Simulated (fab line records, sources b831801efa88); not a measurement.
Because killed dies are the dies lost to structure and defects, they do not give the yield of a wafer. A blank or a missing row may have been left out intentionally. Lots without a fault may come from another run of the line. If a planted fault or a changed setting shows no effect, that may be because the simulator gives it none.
A lot that was struck, set against a sound lot :: flow sky130 :: 16 out of 708 route steps
Sound: wafers L777.3, L777.4, L777.6. Wafers struck: L772.3, L772.4, L772.5. Last of all comes the cause.
At each step with rows: each side's tool, then ch and its chambers, then its first start. Under that, the readings that differ: sound wafers :: struck wafers :: difference of the means :: sigmas: that difference in standard deviations of wafers without a fault.
alike: words and numbers the same on both sides, and readings whose means are apart by under 2 such deviations; not compared: readings that were withheld, readings missing a value for some wafer, numbers with overlapping values and no deviation given by the record, and bounds like >300 which may hide the same value.
The two part at a step that has a row with sigmas, a row that says differs or no value, or rows on one side only. When numbers do not overlap yet have no deviation, they are printed without sigmas and do not part them. A reading that every wafer of one side lacks parts them only if that side has two wafers or more.

first, 3 steps without rows for these wafers: SKY_METAL2_EXPOSE_12 (exposes mask MM2, target cd 140 nm); SKY_METAL2_PEB_13; SKY_METAL2_DEVELOP_14 (develop time 60 s).
SKY_METAL2_CD_MEAS_15: target cd 140 nm.
  sound on cd-sem-02 at day 39 19:46; struck on cd-sem-02 at day 38 15:50
  alike: cd-nm
SKY_METAL2_OVL_MEAS_16:
  sound on overlay-01 at day 39 19:51; struck on overlay-01 at day 38 15:55
  alike: METAL2_OVL
SKY_METAL2_DESCUM_17: chemistry O2, time 8 s.
  sound on rie-metal-03 ch 0,1, day 39 19:53; struck on rie-metal-01 ch 0,1, day 38 15:57
reading: drypump-motor-current-A (A)
sound: 5.65 5.83 5.81
struck: 5.26 5.19 5.19
difference: -0.55
sigmas: -3
  alike: oes-product-au
  not compared: rf-hours-counter-h
SKY_METAL2_ETCH_18: etches BARC in N2/H2, stops on SiO2, time 45.9 s, target depth 60 nm.
  sound on rie-metal-03 ch 0,1, day 39 19:56; struck on rie-metal-01 ch 0,1, day 38 16:00
reading: drypump-motor-current-A (A)
sound: 5.66 5.82 5.82
struck: 5.24 5.19 5.19
difference: -0.56
sigmas: -3
  alike: oes-product-au, throttle-valve-pct
  not compared: rf-hours-counter-h
SKY_METAL2_METAL_ETCH_19: etches the open film in Cl2/BCl3, stops on SiO2, target depth 360 nm, time 78 s.
  sound on rie-metal-03 ch 0,1, day 39 20:00; struck on rie-metal-01 ch 0,1, day 38 16:04
reading: drypump-motor-current-A (A)
sound: 5.72 5.84 5.85
struck: 5.24 5.17 5.18
difference: -0.61
sigmas: -3
  alike: bcl3-flow-sccm, oes-product-au, throttle-valve-pct
  not compared: rf-hours-counter-h
SKY_METAL2_STRIP_20: strips in O2/N2.
  sound on plasma-asher-04 ch 0,1, day 39 20:05; struck on plasma-asher-04 ch 0,1, day 38 16:10
  alike: drypump-motor-current-A, oes-product-au, strip-time-to-endpoint-s
  not compared: rf-hours-counter-h
then, 3 steps without rows for these wafers: SKY_METAL2_STRIP_21 (strips in post etch residue remover, time 1200 s); SKY_METAL2_CLEAN_22 (cleans in IPA, time 180 s); SKY_METAL2_CLEAN_23 (cleans in O3/DIW).
SKY_VIA2_HDPCVD_00: deposits SiO2, target thk 1180 nm, time 196.7 s.
  sound on hdpcvd-01 ch 1,2, day 39 20:39; struck on hdpcvd-01 ch 0,2, day 38 17:06
  alike: pressure-mtorr
SKY_VIA2_THK_MEAS_01:
  sound on film-metro-03 at day 39 20:48; struck on film-metro-02 at day 38 17:19
reading: VIA2_HDPCVD_THK (nm)
sound: 1173 1176 1186
struck: 2389 2379 2414
difference: +1216
sigmas: +94
SKY_VIA2_CMP_02: polishes SiO2.
  sound on cmp-02 ch 0,1,2, day 39 20:56; struck on cmp-02 ch 0,2, day 38 17:36
  alike: edge-zone-pressure-frac, motor-current-A
-- the record jumps here: 10 days lie between the struck wafers' starts before and after (it left off in module VIA2 and takes up again in module PAD_OPEN, whose first step shown is number 708 of the route) --
SKY_PAD_OPEN_PROBE_99:
  sound on prober-02 at day 49 07:33; struck on prober-02 at day 48 12:25
  alike: defect-limited-yield, killed_at_M0_to_M3, killed_at_M4_up, killed-at-contacts, killed-at-front-end, killed-at-other, killed-dies, killed-open, killed-short, sort_bin_3_pad_short, sort_bin_5_function, sort_bin_6_memory, sort-n-pass, sort-yield-pct

WHERE THEY PART
Last at SKY_VIA2_THK_MEAS_01 as far as this record goes, first at SKY_METAL2_DESCUM_17. Later steps at which nothing parts them and some readings are alike: SKY_VIA2_CMP_02, SKY_PAD_OPEN_PROBE_99.

WHY: whatever the simulator had introduced
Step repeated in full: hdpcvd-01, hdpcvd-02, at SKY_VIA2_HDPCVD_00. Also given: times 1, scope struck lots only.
